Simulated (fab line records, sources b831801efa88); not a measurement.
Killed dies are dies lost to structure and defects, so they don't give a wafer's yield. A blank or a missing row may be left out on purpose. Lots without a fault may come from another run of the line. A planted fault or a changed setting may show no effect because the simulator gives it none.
Chamber matching | flow sky130 | SKY_VIA3_CMP_02 on cmp-01: 4 sister chambers
The step polishes SiO2. 18 wafers are shown with their chamber, then 9 later ones without.

WAFERS WITH THEIR CHAMBER
wafer  | chamber | motor_current_A (A) | platen_rpm (rpm)
L077.1 | 3       | 9.9                 | 60.01
L077.4 | 1       | 11.5                | 59.96
L077.6 | 2       | 12.6                | 59.92
L079.1 | 1       | 11.7                | 59.93
L079.5 | 2       | 13.4                | 59.95
L079.6 | 3       | 10.3                | 60.02
L081.2 | 1       | 11.7                | 60.10
L081.4 | 3       | 10.9                | 59.96
L081.5 | 3       | 10.5                | 59.98
L085.1 | 3       | 10.2                | 60.02
L085.5 | 1       | 12.0                | 60.04
L085.6 | 2       | 13.4                | 59.97
L087.2 | 0       | 9.4                 | 59.94
L087.3 | 2       | 13.5                | 59.97
L087.6 | 3       | 10.4                | 60.03
L089.3 | 2       | 12.8                | 60.00
L089.5 | 2       | 13.6                | 60.04
L089.6 | 1       | 11.5                | 59.95

SIGNATURES (means of the wafers above)
reading         | chamber 0 | chamber 1 | chamber 2 | chamber 3 | scatter within a chamber
motor_current_A | 9.400     | 11.680    | 13.217    | 10.367    | 0.335
platen_rpm      | 59.9400   | 59.9960   | 59.9750   | 60.0033   | 0.0484
Rule: a wafer's distance from a chamber is the root of the sum, over the readings, of the square of ((its reading less the chamber's mean) divided by the reading's scatter). The wafer belongs to the nearest chamber; if the next one is less than 2 further off, it can't be placed. The scatter: the root of (the sum of the squares of (reading less its chamber's mean) over the shown wafers, divided by (wafers less chambers)).

WAFERS WITHOUT THEIR CHAMBER
wafer  | motor_current_A (A) | platen_rpm (rpm)
L091.1 | 13.2                | 60.06
L091.2 | 10.4                | 59.97
L091.4 | 9.3                 | 60.03
L092.2 | 11.8                | 60.08
L092.4 | 9.8                 | 59.97
L092.6 | 9.3                 | 60.01
L094.1 | 11.8                | 59.98
L094.3 | 10.8                | 59.97
L094.6 | 9.6                 | 60.04

WHICH CHAMBER EACH WENT THROUGH
wafer  | from the rows above     | in truth
L091.1 | 2                       | 2
L091.2 | 3                       | 3
L091.4 | can't be placed: 0 or 3 | 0
L092.2 | 1                       | 1
L092.4 | can't be placed: 0 or 3 | 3
L092.6 | can't be placed: 0 or 3 | 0
L094.1 | 1                       | 1
L094.3 | can't be placed: 3 or 1 | 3
L094.6 | can't be placed: 0 or 3 | 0
Placed correctly: 4 of 9. Can't be placed from these rows: 5 (the true chamber is among the candidates in 5). Placed wrongly: 0.
